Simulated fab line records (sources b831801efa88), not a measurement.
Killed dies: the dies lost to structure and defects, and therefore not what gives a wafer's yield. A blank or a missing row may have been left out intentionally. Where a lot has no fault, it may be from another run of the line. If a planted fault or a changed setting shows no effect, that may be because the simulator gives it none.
A lot that was struck, set against a sound lot	flow gf180mcu	18 out of 602 route steps
Sound: wafers L492.1, L492.4, L492.6. Struck: wafer L488.4 (left out: L488.1, L488.3 of the same lot, which were not struck); the cause appears at the end.
For every step that has rows: the tool of each side, followed by ch and its chambers, followed by its first start. Under that, the readings that differ: sound wafers	struck wafers	difference of the means	sigmas: that difference in standard deviations of wafers without a fault.
alike: readings with means less than 2 such deviations apart, plus words and numbers identical on both sides. not compared: withheld readings, readings lacking a value on some wafer, bounds such as >300 that could conceal the same value, and numbers that have no deviation in the record and whose values overlap.
The two part at a step that has a row with sigmas, a row that says differs or no value, or rows on one side only. Numbers that don't overlap but have no deviation are shown without sigmas and don't part them. Lack of a reading on every wafer of one side parts them only where that side has two or more wafers.

first, 3 steps without rows for these wafers: GF_V4_EXPOSE_11 (exposes mask Via4, target cd 260 nm); GF_V4_PEB_12 (peb time 90 s); GF_V4_DEVELOP_13 (develop time 60 s).
GF_V4_CD_MEAS_14 targets a cd of 260 nm.
  sound on cdSem-02 at day 29 04:44; struck on cdSem-01 at day 27 21:55
  alike: cdNm
GF_V4_OVL_MEAS_15:
  sound on overlay-01 at day 29 04:52; struck on overlay-02 at day 27 22:02
  alike: V4_OVL
GF_V4_ETCH_16: etches BARC in N2/H2.
  sound on rieDiel-02 ch 0,1, day 29 04:54; struck on rieDiel-03 ch 2, day 27 22:05
reading	sound	struck	difference	sigmas
drypumpMotorCurrentA (A)	4.8 4.9 4.7	5.9	+1.1	+2
  alike: oesProductAu, throttleValvePct
then, 1 step without rows for these wafers: GF_V4_ETCH_17 (etches SiO2 in C4F8/O2/Ar, stops on TiN, target depth 630 nm).
GF_V4_STRIP_18: strips in O2/N2.
  sound on plasmaAsher-02 ch 0,1, day 29 05:02; struck on plasmaAsher-03 ch 0, day 27 22:13
  alike: drypumpMotorCurrentA, heaterPowerW, oesProductAu
  not compared: rfHoursCounterH
then, 2 steps without rows for these wafers: GF_V4_STRIP_19 (strips in post etch residue remover, time 1200 s); GF_V4_CLEAN_20 (cleans in DIW).
GF_V4_SPUTTER_21: material Ti, target thk 15 nm, time 80.02 s.
  sound on pvdSputter-02 at day 29 05:34; struck on pvdSputter-01 at day 27 22:44
  alike: substrateTempC, throttleValvePct
GF_V4_SPUTTER_22: material TiN, target thk 10 nm, time 40 s.
  sound on pvdSputter-02 at day 29 05:38; struck on pvdSputter-01 at day 27 22:48
  alike: throttleValvePct
GF_V4_CVD_23: deposits W, target thk 350 nm, time 104.9 s.
  sound on cvdW-01 ch 0,1, day 29 05:40; struck on cvdW-02 ch 0, day 27 22:50
reading	sound	struck	difference	sigmas
model.W_of_V4_CVD_23.thkNm (nm)	345.1 336.7 343.8	448.8	+106.9	
  alike: chamberPressureTorr, heaterPowerW
GF_V4_RS_MEAS_24: measurement is done with a four-point probe.
  sound on filmMetro-02 at day 29 05:47; struck on filmMetro-02 at day 27 23:14
reading	sound	struck	difference	sigmas
V4_W_RS (ohm/sq)	0.331 0.340 0.333	0.255	-0.080	-17
  not compared: hold
GF_V4_THK_MEAS_25: measures by xrf.
  sound on filmMetro-02 at day 29 05:54; struck on filmMetro-02 at day 28 03:32
reading	sound	struck	difference	sigmas
V4_W_THK (nm)	339 330 337	437	+102	+21
  not compared: hold
GF_V4_CMP_26: polishes, stops on SiO2, t overpolish 15 s, target thk 0 nm.
  sound on cmp-02 ch 0,2,3, day 29 05:58; struck on cmp-01 ch 1, day 28 06:09
reading	sound	struck	difference	sigmas
hold	- - -	awaitDispo/2.3h/release	no value on the sound wafers	
timeToEndpointS (s)	88 87 87	103	+16	+3
  alike: motorCurrentA
GF_MIM_SPUTTER_00: material Ti, target thk 37.5 nm, time 150 s.
  sound on pvdSputter-03 at day 29 06:16; struck on pvdSputter-02 at day 28 06:27
  alike: substrateTempC, throttleValvePct
-- the record jumps here: 4 days lie between the struck wafers' starts before and after (it left off in module MIM and takes up again in module PASSIVATION, whose first step shown is number 602 of the route) --
GF_PASSIVATION_PROBE_99:
  only the struck wafers here have rows in the record (prober-01, day 32 03:14); the sound ones have none

== WHERE THEY PART ==
Earliest at GF_V4_ETCH_16; latest, in this record, at GF_PASSIVATION_PROBE_99.

WHY: what the simulator had put in
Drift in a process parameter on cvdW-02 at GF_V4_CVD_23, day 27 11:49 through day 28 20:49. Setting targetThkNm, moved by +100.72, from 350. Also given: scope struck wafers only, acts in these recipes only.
